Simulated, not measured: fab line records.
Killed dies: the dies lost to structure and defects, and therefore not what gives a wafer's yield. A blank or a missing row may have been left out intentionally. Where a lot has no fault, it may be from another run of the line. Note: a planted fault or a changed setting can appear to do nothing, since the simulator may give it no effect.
The tool behind it: which one? -- flow sky130 -- 27 wafers from 9 lots sampled at 3 of the route's 708 steps

WHAT THE GAUGES SHOWED, per wafer
SKY_CAP2M_RS_MEAS_03: a four-point-probe measurement.
lot,measured,on,CAP2M_TIN_RS (ohm/sq)
L762,day 40 14:00,film metro-04,6.91 6.94 6.91
L763,day 41 03:53,film metro-02,6.99 6.99 6.91
L764,day 41 05:37,film metro-01,6.89 7.02 7.02
L770,day 43 00:58,film metro-01,7.05 13.11 12.64 7.06 13.11 12.62
L771,day 43 04:17,film metro-02,12.93 6.90 13.03 12.97 6.93 13.00
L775,day 44 09:00,film metro-04,6.85 6.77 6.88
L778,day 46 08:19,film metro-04,6.88 6.92 6.91
L779,day 46 09:30,film metro-04,7.08 6.88 6.95
L777,day 46 11:58,film metro-01,6.94 6.89 6.88

WHICH TOOL RAN EACH LOT (tool, then ch and the chambers of the sampled wafers, then the start)
lot,SKY_VIA3_SPUTTER_20,SKY_CAP2M_SPUTTER_02
L762,"pvd sputter-04, day 40 12:59","pvd sputter-03, day 40 13:53"
L763,"pvd sputter-03, day 41 02:52","pvd sputter-02, day 41 03:46"
L764,"pvd sputter-03, day 41 04:36","pvd sputter-03, day 41 05:30"
L770,"pvd sputter-03, day 42 23:56","pvd sputter-03, day 43 00:50"
L771,"pvd sputter-02, day 43 03:17","pvd sputter-03, day 43 04:11"
L775,"pvd sputter-02, day 44 07:58","pvd sputter-01, day 44 08:52"
L778,"pvd sputter-02, day 46 07:07","pvd sputter-02, day 46 08:10"
L779,"pvd sputter-04, day 46 08:29","pvd sputter-03, day 46 09:23"
L777,"pvd sputter-04, day 46 10:56","pvd sputter-02, day 46 11:50"
- SKY_VIA3_SPUTTER_20: material TiN, target thk 20 nm, time 80 s.
- SKY_CAP2M_SPUTTER_02: material TiN, target thk 200 nm, time 166.7 s.

THE ANSWER, worked out from the rows above alone
Rule: the lots themselves supply what counts as usual. Put in order of their means at a reading, lots are off if they are a third of the lots or fewer, leave a main group of 4 or more, and stand apart from it by a gap of 3 or more times the standard deviation of the main group's means; of several such gaps the widest counts. A main group whose means are all the same, to the digits that the tables above print for the reading, isn't used. A lot without any number at a reading at which 4 lots or more have one is off too. The other lots that the step has rows for count as sound.
Off: at SKY_CAP2M_RS_MEAS_03 (CAP2M_TIN_RS), L770, L771. The main group: mean 6.92 ohm/sq, standard deviation 0.047.
A tool fits if, at a process step before that reading, it ran every lot that is off, and no sound lot after the first of them. The gauges at SKY_CAP2M_RS_MEAS_03 are tried like those tools. None of those tried fits.

WHAT WAS PUT IN BY THE SIMULATOR
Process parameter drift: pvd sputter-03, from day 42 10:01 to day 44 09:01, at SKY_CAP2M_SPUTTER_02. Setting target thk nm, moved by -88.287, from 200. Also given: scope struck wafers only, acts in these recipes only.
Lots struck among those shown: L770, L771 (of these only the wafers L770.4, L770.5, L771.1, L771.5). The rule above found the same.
